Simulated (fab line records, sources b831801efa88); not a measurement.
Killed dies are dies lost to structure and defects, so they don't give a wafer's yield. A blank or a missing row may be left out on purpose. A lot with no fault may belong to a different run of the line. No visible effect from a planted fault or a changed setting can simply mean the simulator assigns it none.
The tool behind it: which one? -- flow gf180mcu -- 7 lots, 21 wafers sampled, at 3 steps of a route of 602

WHAT THE GAUGES SHOWED, per wafer
GF_HV_LDD_OVL_MEAS_47.
lot,measured,on,HV_LDD_03_OVL (nm)
L877,day 13 05:02,overlay-02,-2.2 -2.2 -2.8
L879,day 14 02:17,overlay-01,-1.1 -1.4 -0.5
L882,day 14 17:54,overlay-02,-0.2 -1.3 -2.3
L884,day 15 08:49,overlay-01,-1.1 -2.3 -1.7
L891,day 17 18:04,overlay-01,210.5 210.7 209.2
L893,day 18 13:22,overlay-01,-2.2 -2.0 -0.9
L896,day 19 09:51,overlay-01,-1.5 -0.9 0.4

WHAT TOOL EACH LOT RAN ON (gives the tool, then ch and the chambers of the sampled wafers, and finally the start)
lot,GF_HV_LDD_STRIP_10,GF_HV_LDD_EXPOSE_43
L877,"plasma asher-04 ch 0,1, day 10 18:58","iline stepper-01 ch 0, day 12 19:23"
L879,"plasma asher-03 ch 0,1, day 11 13:50","iline stepper-01 ch 0, day 13 15:32"
L882,"plasma asher-01 ch 0,1, day 12 04:44","iline stepper-01 ch 0, day 14 07:29"
L884,"plasma asher-03 ch 0,1, day 12 18:13","iline stepper-02 ch 0, day 14 22:17"
L891,"plasma asher-01 ch 0,1, day 14 21:28","iline stepper-01 ch 0, day 17 06:16"
L893,"plasma asher-03 ch 0,1, day 15 16:32","iline stepper-02 ch 0, day 18 01:45"
L896,"plasma asher-03 ch 0,1, day 16 11:04","iline stepper-02 ch 0, day 18 21:48"
- GF_HV_LDD_STRIP_10: strips in O2/N2.
- GF_HV_LDD_EXPOSE_43: exposes mask Pplus HV AREA, target cd 400 nm.

THE ANSWER, worked out from the rows above alone
Rule: usual is defined by the lots themselves. The widest of any qualifying gaps counts: lots, ordered by their means at a reading, are off when they make up no more than a third of the lots, leave a main group of 4 or more, and stand apart from it by 3 or more times the standard deviation of that group's means. Not used: any main group whose means are identical at the precision the tables above print for the reading. A lot without any number at a reading at which 4 lots or more have one is off too. All remaining lots with rows at the step are treated as sound.
Off: L891, at GF_HV_LDD_OVL_MEAS_47 (HV_LDD_03_OVL). Mean -1.5 nm and standard deviation 0.56 in the main group.
A tool fits if, at a process step before that reading, it ran every lot that is off, and no sound lot after the first of them. Those tools and the gauges at GF_HV_LDD_OVL_MEAS_47 are tried in the same way. Can't be told from this: 2 tools fit, plasma asher-01 at GF_HV_LDD_STRIP_10, iline stepper-01 at GF_HV_LDD_EXPOSE_43.

WHAT THE SIMULATOR HAD PUT IN
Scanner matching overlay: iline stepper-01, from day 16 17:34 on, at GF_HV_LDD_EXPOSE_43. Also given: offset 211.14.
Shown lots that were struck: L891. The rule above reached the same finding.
